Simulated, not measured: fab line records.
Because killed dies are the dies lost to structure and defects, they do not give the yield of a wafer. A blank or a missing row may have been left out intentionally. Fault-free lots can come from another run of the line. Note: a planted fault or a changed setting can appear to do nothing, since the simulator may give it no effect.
A struck lot beside a sound one	flow sky130	40 out of 708 route steps
Sound: the wafers L965.1, L965.2, L965.6. Wafers struck: L969.2, L969.4, L969.6. The cause is named last.
At each step with rows: each side's tool, then ch and its chambers, then its first start. Under that, the readings that differ: sound wafers	struck wafers	difference of the means	sigmas: that difference in standard deviations of wafers without a fault.
alike: readings with means less than 2 such deviations apart, plus words and numbers identical on both sides. not compared: withheld readings, readings lacking a value on some wafer, bounds such as >300 that could conceal the same value, and numbers that have no deviation in the record and whose values overlap.
A row with sigmas, a row that says differs or no value, or rows on one side alone: a step with any of these is where the two part. Numbers that don't overlap but have no deviation are shown without sigmas and don't part them. Lack of a reading on every wafer of one side parts them only where that side has two or more wafers.

first, 3 steps without rows for these wafers: SKY_VIA3_STRIP_17 (strips in post etch residue remover, time 1200 s); SKY_VIA3_CLEAN_18 (cleans in IPA, time 180 s); SKY_VIA3_CLEAN_19 (cleans in O3/DIW).
SKY_VIA3_SPUTTER_20: material TiN, target thk 20 nm, time 80 s.
  sound on pvd_sputter-02 at day 41 23:53; struck on pvd_sputter-04 at day 43 10:26
  alike: cathode_dc_power_W, chamber_pressure_pa, throttle_valve_pct
then, 1 step without rows for these wafers: SKY_VIA3_CVD_21 (deposits W, target thk 390 nm, time 117.31 s).
SKY_VIA3_RS_MEAS_22: the measuring method here is four-point-probe.
  sound on film_metro-04 at day 42 00:04; struck on film_metro-03 at day 43 10:38
  alike: VIA3_W_RS
SKY_VIA3_THK_MEAS_23: measures by xrf.
  sound on film_metro-04 at day 42 00:11; struck on film_metro-03 at day 43 10:45
  alike: VIA3_W_THK
then, 1 step without rows for these wafers: SKY_VIA3_CMP_24 (polishes, stops on SiO2, t overpolish 20 s, target thk 0 nm).
SKY_METAL4_SPUTTER_00: material Ti, target thk 15 nm, time 10 s.
  sound on pvd_sputter-03 at day 42 00:33; struck on pvd_sputter-03 at day 43 11:06
  alike: cathode_dc_power_W, chamber_pressure_pa, throttle_valve_pct
SKY_METAL4_SPUTTER_01: material TiN, target thk 20 nm, time 16.7 s.
  sound on pvd_sputter-03 at day 42 00:34; struck on pvd_sputter-03 at day 43 11:07
  alike: cathode_dc_power_W, chamber_pressure_pa, throttle_valve_pct
then, 1 step without rows for these wafers: SKY_METAL4_SPUTTER_02 (material AlCu, target thk 735 nm, time 39.1 s).
SKY_METAL4_SPUTTER_03: material Ti, target thk 5 nm, time 3.3 s.
  sound on pvd_sputter-03 at day 42 00:38; struck on pvd_sputter-03 at day 43 11:11
  alike: cathode_dc_power_W, chamber_pressure_pa, throttle_valve_pct
SKY_METAL4_SPUTTER_04: material TiN, target thk 70 nm, time 58.3 s.
  sound on pvd_sputter-03 at day 42 00:39; struck on pvd_sputter-03 at day 43 11:13
  no value came back on the struck wafers for cathode_dc_power_W (W), chamber_pressure_pa (Pa), throttle_valve_pct (%); on the sound wafers cathode_dc_power_W (W) reads 6500.6 6501.3 6501.2
then, 9 steps without rows for these wafers: SKY_CAP2M_CVD_00 (deposits SiO2, target thk 15.5 nm); SKY_CAP2M_SPUTTER_02 (material TiN, target thk 200 nm, time 166.7 s); SKY_CAP2M_DEHYDRATE_05 (time 60 s); SKY_CAP2M_HMDS_06 (prime time 60 s); SKY_CAP2M_COAT_07 (resist thk 1140 nm); SKY_CAP2M_SOFTBAKE_08 (time 60 s); SKY_CAP2M_EXPOSE_09 (exposes mask CAP2M, target cd 1000 nm); SKY_CAP2M_PEB_10; SKY_CAP2M_DEVELOP_11 (develop time 60 s).
SKY_CAP2M_OVL_MEAS_12:
  sound on overlay-01 at day 42 23:48; struck on overlay-01 at day 44 09:57
  alike: CAP2M_OVL
then, 13 steps without rows for these wafers: SKY_CAP2M_METAL_ETCH_13 (etches TiN in Cl2/BCl3, stops on SiO2, target depth 220 nm, time 62.9 s); SKY_CAP2M_STRIP_14 (strips in O2/N2); SKY_CAP2M_STRIP_15 (strips in post etch residue remover, time 1200 s); SKY_CAP2M_CLEAN_16 (cleans in IPA, time 180 s); SKY_CAP2M_CLEAN_17 (cleans in O3/DIW); SKY_METAL4_DEHYDRATE_05 (time 60 s); SKY_METAL4_HMDS_06 (prime time 60 s); SKY_METAL4_COAT_07 (resist thk 60 nm); SKY_METAL4_COAT_08 (resist thk 1140 nm); SKY_METAL4_SOFTBAKE_09 (time 90 s); SKY_METAL4_EXPOSE_10 (exposes mask MM4, target cd 300 nm); SKY_METAL4_PEB_11; SKY_METAL4_DEVELOP_12 (develop time 60 s).
SKY_METAL4_CD_MEAS_13: target cd 300 nm.
  sound on cd_sem-02 at day 43 23:20; struck on cd_sem-01 at day 45 08:40
  alike: cd_nm
SKY_METAL4_OVL_MEAS_14:
  sound on overlay-01 at day 43 23:27; struck on overlay-02 at day 45 08:46
  alike: METAL4_OVL
SKY_METAL4_DESCUM_15: chemistry O2, time 8 s.
  sound on rie_metal-04 ch 0,1, day 43 23:29; struck on rie_metal-01 ch 0,1, day 45 08:48
  alike: drypump_motor_current_A, oes_product_au
  not compared: rf_hours_counter_h
SKY_METAL4_METAL_ETCH_18: etches the open film in Cl2/BCl3, stops on SiO2, target depth 845 nm, time 183.1 s.
  sound on rie_metal-01 ch 0,1, day 43 23:38; struck on rie_metal-04 ch 0,1, day 45 08:57
reading	sound	struck	difference	sigmas
oes_product_au (a.u.)	0.861 0.862 0.870	0.828 0.832 0.837	-0.032	-5
  alike: drypump_motor_current_A, throttle_valve_pct
  not compared: rf_hours_counter_h

## WHERE THEY PART
First at SKY_METAL4_SPUTTER_04; last, within this record, at SKY_METAL4_METAL_ETCH_18.

WHY: what the simulator had put in
Step skipped in full: pvd_sputter-03, at SKY_METAL4_SPUTTER_04, from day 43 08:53 onward. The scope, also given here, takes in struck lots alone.
